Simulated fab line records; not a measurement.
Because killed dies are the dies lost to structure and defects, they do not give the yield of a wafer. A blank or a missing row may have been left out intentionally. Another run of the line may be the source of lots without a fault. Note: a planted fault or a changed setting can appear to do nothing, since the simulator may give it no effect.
Lot-split experiment    flow gf180mcu    23 wafers read across 5 lots, on a route 602 steps long

== SPLIT DETAILS ==
At GF_POLY_GATE_COAT_05 (resist thk 700 nm), the setting resist_thk_nm was moved away from the recipe's 700 nm on 7 of the 23 wafers read, by +1.7% to +4.2%. The other wafers ran this setting at the recipe's value.

The reading is taken at the split's own step.

== THE READING ==
KrF_of_POLY_GATE_COAT_05.thk_nm (the simulator's own value, which no gauge read), in nm, at GF_POLY_GATE_COAT_05 (resist thk 700 nm). There is no usual value for it anywhere in the file. The 16 wafers here that ran the recipe average 699.4 nm, standard deviation 2.5 nm.

wafer   tool, chamber at the split  resist_thk_nm as run, nm  against the recipe  KrF_of_POLY_GATE_COAT_05.thk_nm, nm  against lot-mates on the recipe
L074.1  litho_track-03, 0           700                       recipe              698.1                                -
L074.2  litho_track-03, 0           700                       recipe              699.5                                -
L074.3  litho_track-03, 0           700                       recipe              696.8                                -
L074.4  litho_track-03, 0           700                       recipe              699.4                                -
L074.5  litho_track-03, 0           700                       recipe              697.7                                -
L078.1  litho_track-04, 0           700                       recipe              696.1                                -
L078.3  litho_track-04, 0           711.9                     +1.7%               708.4                                +12.8
L078.4  litho_track-04, 0           700                       recipe              695.1                                -
L078.5  litho_track-04, 0           711.9                     +1.7%               706.5                                +10.9
L078.6  litho_track-04, 0           711.9                     +1.7%               707.9                                +12.3
L082.1  litho_track-02, 0           700                       recipe              701.3                                -
L082.3  litho_track-02, 0           729.1                     +4.2%               729.6                                +28.9
L082.4  litho_track-02, 0           700                       recipe              701.8                                -
L082.5  litho_track-02, 0           700                       recipe              699.1                                -
L082.6  litho_track-02, 0           729.1                     +4.2%               728.2                                +27.5
L084.1  litho_track-02, 0           700                       recipe              703.1                                -
L084.3  litho_track-02, 0           712.7                     +1.8%               713.8                                +10.7
L084.4  litho_track-02, 0           712.7                     +1.8%               714.2                                +11.1
L084.5  litho_track-02, 0           700                       recipe              702.2                                -
L084.6  litho_track-02, 0           700                       recipe              704.1                                -
L085.3  litho_track-02, 0           700                       recipe              699.6                                -
L085.5  litho_track-02, 0           700                       recipe              699.4                                -
L085.6  litho_track-02, 0           700                       recipe              697.8                                -

FIT RESULTS
A straight line over all 23 wafers: KrF_of_POLY_GATE_COAT_05.thk_nm changes by +6.88 nm for each +1% of resist_thk_nm; r = +0.96; the points scatter about the line by 2.6 nm.
The same after taking each lot's own level away (the mean of its wafers on the recipe; 23 wafers): +6.73 nm for each +1%; r = +0.99; scatter 1 nm.
That fit puts the effect of the largest move of resist_thk_nm on the reading at 28 nm.
From 695.60 to 703.13 nm: that is the span of the lots' own levels, equal to 3.1 times the standard deviation above.
Consequently the slope shifts little with the lot-to-lot level, the two slopes agreeing.
Check: +27.4 nm against its lot-mates is what the line predicts for one of the wafers moved furthest among these (+4.2%) when that wafer is left out of the fit. Against them it came out at +28.9 nm.

== THE OTHER SPLITS THESE WAFERS WENT THROUGH ==
Other splits were also applied to these wafers ahead of the reading. Each is held against what the fit with the lots' levels taken away leaves over:
other split on the same wafers      wafers away from the commonest value  r with KrF_of_POLY_GATE_COAT_05.thk_nm (lot level and that fit taken away)
GF_VT_IMPLANT_IMPLANT_41 dose_cm2   5                                     +0.25
GF_DUAL_GATE_COAT_06 resist_thk_nm  9                                     -0.16

== THE FILE'S OWN FIT ==
KrF_of_POLY_GATE_COAT_05.thk_nm changes by +6.71 nm for each +1% of resist_thk_nm, r = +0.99.
